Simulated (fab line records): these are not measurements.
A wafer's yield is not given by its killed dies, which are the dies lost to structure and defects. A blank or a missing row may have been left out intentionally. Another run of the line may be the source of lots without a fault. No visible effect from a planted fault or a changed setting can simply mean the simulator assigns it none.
The tool behind it: which one? | flow gf180mcu | Sampling: 13 lots, 37 wafers, 2 of 602 route steps

WHAT THE GAUGES SHOWED, per wafer
GF_TOP_METAL_RS_MEAS_05: uses a four-point probe to measure.
lot  | measured     | on           | TOP_METAL_ALCU_RS (ohm/sq)
L816 | day 27 08:07 | filmMetro-02 | 0.0326 0.0323 0.0329
L817 | day 27 17:38 | filmMetro-03 | 0.0326 0.0332 0.0323
L818 | day 27 22:17 | filmMetro-01 | 0.0330 0.0334 0.0333
L820 | day 28 23:47 | filmMetro-01 | 0.0330 0.0321 0.0325
L821 | day 29 01:41 | filmMetro-03 | 0.0326 0.0336 0.0324
L826 | day 30 14:49 | filmMetro-03 | 0.0324
L827 | day 31 00:34 | filmMetro-03 | 0.0326 0.0323 0.0327
L829 | day 31 11:53 | filmMetro-01 | 0.0328 0.0329 0.0328
L830 | day 31 16:59 | filmMetro-03 | 0.0332 0.0325 0.0322
L834 | day 32 15:06 | filmMetro-01 | 0.0326 0.0324 0.0329
L835 | day 32 17:48 | filmMetro-03 | 0.0322 0.0327 0.0323
L837 | day 33 06:56 | filmMetro-02 | 0.0318 0.0324 0.0322
L838 | day 33 13:03 | filmMetro-03 | 0.0325 0.0319 0.0323

WHAT TOOL EACH LOT RAN ON (gives the tool, then ch and the chambers of the sampled wafers, and finally the start)
lot  | GF_M5_STRIP_11
L816 | plasmaAsher-03 ch 0,1, day 26 08:41
L817 | plasmaAsher-02 ch 0,1, day 26 18:46
L818 | plasmaAsher-01 ch 1, day 26 23:55
L820 | plasmaAsher-01 ch 0,1, day 28 00:58
L821 | plasmaAsher-03 ch 0,1, day 28 02:23
L826 | plasmaAsher-02 ch 1, day 29 17:10
L827 | plasmaAsher-02 ch 0,1, day 30 03:07
L829 | plasmaAsher-02 ch 0,1, day 30 14:25
L830 | plasmaAsher-02 ch 1, day 30 20:38
L834 | plasmaAsher-02 ch 0,1, day 31 19:27
L835 | plasmaAsher-01 ch 0,1, day 31 22:58
L837 | plasmaAsher-01 ch 0,1, day 32 10:59
L838 | plasmaAsher-01 ch 0,1, day 32 18:08
- GF_M5_STRIP_11: strips in O2/N2.

AS READ BY THE TOOLS THEMSELVES (means over the sampled wafers that have a number; for cases with no such wafer, the mark the record gives instead)
GF_M5_STRIP_11.
lot  | tool           | drypumpMotorCurrentA (A) | heaterPowerW (W) | oesProductAu (a.u.) | stripTimeToEndpointS (s)
L816 | plasmaAsher-03 | 5.5                      | 317              | 0.543               | 7.54
L817 | plasmaAsher-02 | 6.3                      | 346              | 0.540               | 7.52
L818 | plasmaAsher-01 | 5.1                      | 335              | 0.543               | 7.55
L820 | plasmaAsher-01 | 5.3                      | 330              | 0.546               | 7.62
L821 | plasmaAsher-03 | 5.5                      | 323              | 0.542               | 7.54
L826 | plasmaAsher-02 | 5.6                      | 376              | 0.544               | 7.53
L827 | plasmaAsher-02 | 6.3                      | 346              | 0.543               | 7.51
L829 | plasmaAsher-02 | 5.9                      | 356              | 0.539               | 7.55
L830 | plasmaAsher-02 | 5.6                      | 372              | 0.546               | 7.59
L834 | plasmaAsher-02 | 6.3                      | 348              | 0.544               | 7.48
L835 | plasmaAsher-01 | 5.3                      | 327              | 0.543               | 7.52
L837 | plasmaAsher-01 | 5.3                      | 326              | 0.543               | 7.51
L838 | plasmaAsher-01 | 5.3                      | 331              | 0.546               | 7.57

THE ANSWER, worked out from the rows above alone
Rule: usual is defined by the lots themselves. The widest of any qualifying gaps counts: lots, ordered by their means at a reading, are off when they make up no more than a third of the lots, leave a main group of 4 or more, and stand apart from it by 3 or more times the standard deviation of that group's means. The tables above print the reading to a certain number of digits; a main group whose means all agree to those digits is not used. A lot without any number at a reading at which 4 lots or more have one is off too. All remaining lots with rows at the step are treated as sound. The gauges are gone through in route order, then the tools' own readings, and for those a lot's mean is taken as printed above. The first step at which some lot is off is used, and at that step the reading that is off furthest; a lot without a number counts as furthest.
No lot is off at any reading shown: from this, nothing can be told.

WHAT THE SIMULATOR PUT IN
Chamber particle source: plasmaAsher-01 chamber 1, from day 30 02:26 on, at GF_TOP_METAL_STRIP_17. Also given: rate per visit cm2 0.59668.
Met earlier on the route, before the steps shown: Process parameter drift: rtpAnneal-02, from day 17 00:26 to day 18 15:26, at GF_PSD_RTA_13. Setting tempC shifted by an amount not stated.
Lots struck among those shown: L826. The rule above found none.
